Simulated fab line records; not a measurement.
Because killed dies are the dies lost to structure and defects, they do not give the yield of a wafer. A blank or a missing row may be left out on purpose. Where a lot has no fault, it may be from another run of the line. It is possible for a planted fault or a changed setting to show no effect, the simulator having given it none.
The tool behind it: which one? -- flow gf180mcu -- 33 wafers from 11 lots sampled at 5 of the route's 602 steps

## WHAT EACH GAUGE READ, for each wafer
GF_V1_RS_MEAS_24: a four-point-probe measurement. Usual: V1_W_RS typically reads 0.328 ohm/sq, with standard deviation 0.0036.
lot,measured,on,V1_W_RS (ohm/sq),flag
L210,day 18 03:35,film metro-03,0.333 0.328 0.328,
L211,day 18 12:17,film metro-04,0.326 0.324 0.325,
L213,day 19 08:50,film metro-04,0.327 0.323 0.321,
L214,day 20 04:22,film metro-03,0.326 0.328 0.327,
L218,day 21 18:26,film metro-04,0.326 0.328 0.323,
L222,day 22 18:43,film metro-02,0.341 0.329 0.345 0.341 0.330 0.345,
L224,day 23 11:11,film metro-04,0.328 0.325 0.328,
L229,day 25 02:06,film metro-02,0.328 0.326 0.329,
L230,day 25 09:34,film metro-04,0.330 0.317 0.322,
L231,day 25 13:45,film metro-04,0.327 0.327 0.327,
L232,day 25 20:38,film metro-03,0.330 0.327 0.322,

## TOOL THAT RAN EACH LOT (tool first, then ch and the chambers of the sampled wafers, then the start)
lot,GF_M1_STRIP_17,GF_V1_CVD_02,GF_V1_SPUTTER_22,GF_V1_CVD_23
L210,"plasma asher-03 ch 0,1, day 17 02:32","pecvd-03 ch 0,2, day 17 03:11","pvd sputter-03, day 18 03:25","cvd w-02 ch 0,1, day 18 03:27"
L211,"plasma asher-03 ch 0,1, day 17 10:52","pecvd-02 ch 1,2, day 17 11:29","pvd sputter-01, day 18 12:06","cvd w-01 ch 0,1, day 18 12:11"
L213,"plasma asher-03 ch 0,1, day 18 06:13","pecvd-03 ch 1,2, day 18 06:58","pvd sputter-02, day 19 08:41","cvd w-01 ch 0,1, day 19 08:44"
L214,"plasma asher-01 ch 1, day 19 01:36","pecvd-02 ch 1,2, day 19 02:22","pvd sputter-03, day 20 04:12","cvd w-02 ch 0, day 20 04:14"
L218,"plasma asher-01 ch 0,1, day 20 16:38","pecvd-02 ch 0,1,2, day 20 17:17","pvd sputter-02, day 21 18:15","cvd w-01 ch 0,1, day 21 18:19"
L222,"plasma asher-02 ch 0,1, day 21 16:52","pecvd-03 ch 0,1, day 21 17:36","pvd sputter-02, day 22 18:34","cvd w-02 ch 0,1, day 22 18:37"
L224,"plasma asher-03 ch 0,1, day 22 10:10","pecvd-02 ch 0,1,2, day 22 10:50","pvd sputter-03, day 23 11:02","cvd w-01 ch 0,1, day 23 11:04"
L229,"plasma asher-01 ch 0,1, day 24 02:25","pecvd-01 ch 0,1, day 24 03:07","pvd sputter-03, day 25 01:57","cvd w-02 ch 0,1, day 25 01:59"
L230,"plasma asher-01 ch 0,1, day 24 09:58","pecvd-03 ch 0,1,2, day 24 10:40","pvd sputter-02, day 25 09:25","cvd w-01 ch 0,1, day 25 09:27"
L231,"plasma asher-01 ch 0,1, day 24 14:19","pecvd-01 ch 1,2, day 24 14:59","pvd sputter-01, day 25 13:36","cvd w-01 ch 0,1, day 25 13:38"
L232,"plasma asher-01 ch 0,1, day 24 21:25","pecvd-02 ch 0,2, day 24 22:05","pvd sputter-03, day 25 20:28","cvd w-01 ch 0,1, day 25 20:30"
- GF_M1_STRIP_17: strips in O2/N2.
- GF_V1_CVD_02: deposits SiO2 from TEOS, target thk 850 nm, time 94.851 s.
- GF_V1_SPUTTER_22: material TiN, target thk 10 nm, time 40 s.
- GF_V1_CVD_23: deposits W, target thk 350 nm, time 105.05 s.

## AS READ BY THE TOOLS THEMSELVES (means over the sampled wafers that have a number; for cases with no such wafer, the mark the record gives instead)
GF_M1_STRIP_17. Usual: drypump motor current A 5.94 A, standard deviation 0.3; heater power w 341 W, standard deviation 20; oes product au 0.538 a.u., standard deviation 0.0046; strip time to endpoint s 7.39 s, standard deviation 0.045.
lot,tool,drypump motor current A (A),heater power w (W),oes product au (a.u.),strip time to endpoint s (s),flag
L210,plasma asher-03,6.26,331,0.538,7.43,
L211,plasma asher-03,6.02,335,0.539,7.38,
L213,plasma asher-03,6.01,334,0.534,7.41,
L214,plasma asher-01,5.98,340,0.543,7.41,
L218,plasma asher-01,5.98,334,0.544,7.35,
L222,plasma asher-02,5.83,350,0.539,7.42,
L224,plasma asher-03,6.00,335,0.534,7.37,
L229,plasma asher-01,5.96,341,0.539,7.41,
L230,plasma asher-01,5.98,329,0.536,7.37,
L231,plasma asher-01,5.97,339,0.541,7.48,
L232,plasma asher-01,5.97,335,0.536,7.31,

GF_V1_CVD_02. Usual: heater power w 651 W, standard deviation 78; susceptor temp C 400.00 C, standard deviation 0.24.
lot,tool,heater power w (W),susceptor temp C (C),flag
L210,pecvd-03,689,399.90,
L211,pecvd-02,657,400.08,
L213,pecvd-03,694,400.37,
L214,pecvd-02,658,399.78,
L218,pecvd-02,613,399.91,
L222,pecvd-03,624,400.15,
L224,pecvd-02,704,400.02,
L229,pecvd-01,524,400.31,
L230,pecvd-03,680,399.75,
L231,pecvd-01,629,400.20,
L232,pecvd-02,651,400.11,

GF_V1_SPUTTER_22. Usual: throttle valve pct reads 28.9 % (standard deviation 1.1).
lot,tool,throttle valve pct (%),flag
L210,pvd sputter-03,28.8,
L211,pvd sputter-01,27.7,
L213,pvd sputter-02,28.7,
L214,pvd sputter-03,29.1,
L218,pvd sputter-02,28.6,
L222,pvd sputter-02,29.0,
L224,pvd sputter-03,28.3,
L229,pvd sputter-03,29.1,
L230,pvd sputter-02,28.6,
L231,pvd sputter-01,29.2,
L232,pvd sputter-03,29.8,

GF_V1_CVD_23. Usual: heater power w 836 W, standard deviation 28; susceptor temp C 400.00 C, standard deviation 0.22.
lot,tool,heater power w (W),susceptor temp C (C),flag
L210,cvd w-02,826,400.00,
L211,cvd w-01,849,399.92,
L213,cvd w-01,850,400.02,
L214,cvd w-02,851,400.13,
L218,cvd w-01,860,400.06,
L222,cvd w-02,843,399.92,
L224,cvd w-01,848,399.94,
L229,cvd w-02,840,399.88,
L230,cvd w-01,856,399.94,
L231,cvd w-01,838,399.94,
L232,cvd w-01,829,399.96,

## THE ANSWER, worked out from the rows above alone
Rule: lot off if the mean of its wafers having a number is beyond 3 standard deviations from the usual mean. A lot without any number at a reading at which 4 lots or more have one is off too. The other lots that the step has rows for count as sound. After the gauges, taken in route order, come the tools' own readings; for these a lot's mean is taken, as printed above. The first step at which some lot is off is used, and at that step the reading that is off furthest; a lot without a number counts as furthest.
No lot is off on any of the readings shown, so nothing can be concluded from this.

## WHAT THE SIMULATOR PUT IN
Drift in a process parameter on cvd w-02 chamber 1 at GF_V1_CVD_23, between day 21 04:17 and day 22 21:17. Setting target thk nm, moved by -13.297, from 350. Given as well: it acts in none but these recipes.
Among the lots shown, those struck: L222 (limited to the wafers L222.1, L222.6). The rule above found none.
